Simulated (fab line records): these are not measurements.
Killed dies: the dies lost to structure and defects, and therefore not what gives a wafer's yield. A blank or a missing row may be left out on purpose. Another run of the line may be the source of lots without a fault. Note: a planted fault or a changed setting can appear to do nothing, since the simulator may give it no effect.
Check of tool commonality + flow sky130 + Lots sampled 10, wafers sampled 30

## WHY IT WAS OPENED
4 of 10 lots carry a flag on the reading NWELL_2_TW at SKY_NWELL_TW_MEAS_26. Wafers without a fault read 498, standard deviation 6.7.
Rule: a lot is flagged when every wafer of it that has a number lies more than 4 standard deviations from that mean, or none has a number. All remaining lots are regarded as sound.

| lot  | measured    | on            | NWELL_2_TW, wafer by wafer | flag    |
|------|-------------|---------------|----------------------------|---------|
| L324 | day 5 11:35 | film metro-01 | 488 489 488                |         |
| L325 | day 5 15:46 | film metro-04 | 499 499 499                |         |
| L326 | day 5 18:23 | film metro-04 | 499 497 499                |         |
| L327 | day 6 00:25 | film metro-02 | 499 503 503                |         |
| L328 | day 6 09:37 | film metro-02 | 505 502 503                |         |
| L329 | day 6 13:44 | film metro-02 | 503 505 504                |         |
| L330 | day 6 18:58 | film metro-02 | 967 967 964                | FLAGGED |
| L331 | day 7 01:32 | film metro-02 | 966 963 962                | FLAGGED |
| L332 | day 7 07:49 | film metro-04 | 954 958 955                | FLAGGED |
| L333 | day 7 14:20 | film metro-01 | 937 936 937                | FLAGGED |
The mean of the flagged lots' numbers is 956, +458 from the usual (+68 standard deviations).

## TOOL THAT RAN EACH LOT
The record holds 1 process step before the reading, out of a route of 708 steps. Cell contents, in order: the tool; ch with the chambers the sampled wafers went through; the start.
| lot  | flag    | SKY_NWELL_IMPLANT_24           |
|------|---------|--------------------------------|
| L324 |         | implanter-01 ch 0, day 5 11:20 |
| L325 |         | implanter-04 ch 0, day 5 15:32 |
| L326 |         | implanter-01 ch 0, day 5 18:08 |
| L327 |         | implanter-01 ch 0, day 6 00:10 |
| L328 |         | implanter-02 ch 0, day 6 09:22 |
| L329 |         | implanter-02 ch 0, day 6 13:31 |
| L330 | FLAGGED | implanter-01 ch 0, day 6 18:43 |
| L331 | FLAGGED | implanter-02 ch 0, day 7 01:19 |
| L332 | FLAGGED | implanter-04 ch 0, day 7 07:34 |
| L333 | FLAGGED | implanter-04 ch 0, day 7 14:05 |
These steps, and what they do:
- SKY_NWELL_IMPLANT_24
- SKY_NWELL_TW_MEAS_26

## FLAGGED AGAINST TOTAL, ONE TOOL AT A TIME (gauges that did the reading follow at the end)
| step                 | tool          | lots run | flagged | share of the flagged lots | sound lots run after its first flagged lot |
|----------------------|---------------|----------|---------|---------------------------|--------------------------------------------|
| SKY_NWELL_IMPLANT_24 | implanter-01  | 4        | 1       | some                      | 0                                          |
| SKY_NWELL_IMPLANT_24 | implanter-02  | 3        | 1       | some                      | 0                                          |
| SKY_NWELL_IMPLANT_24 | implanter-04  | 3        | 2       | some                      | 0                                          |
| SKY_NWELL_TW_MEAS_26 | film metro-01 | 2        | 1       | some                      | 0                                          |
| SKY_NWELL_TW_MEAS_26 | film metro-02 | 5        | 2       | some                      | 0                                          |
| SKY_NWELL_TW_MEAS_26 | film metro-04 | 3        | 1       | some                      | 0                                          |

## WHAT IS ALLOWED BY THE TABLE
No row of the table ran every flagged lot.

## WHAT THE SIMULATOR HAD INSERTED
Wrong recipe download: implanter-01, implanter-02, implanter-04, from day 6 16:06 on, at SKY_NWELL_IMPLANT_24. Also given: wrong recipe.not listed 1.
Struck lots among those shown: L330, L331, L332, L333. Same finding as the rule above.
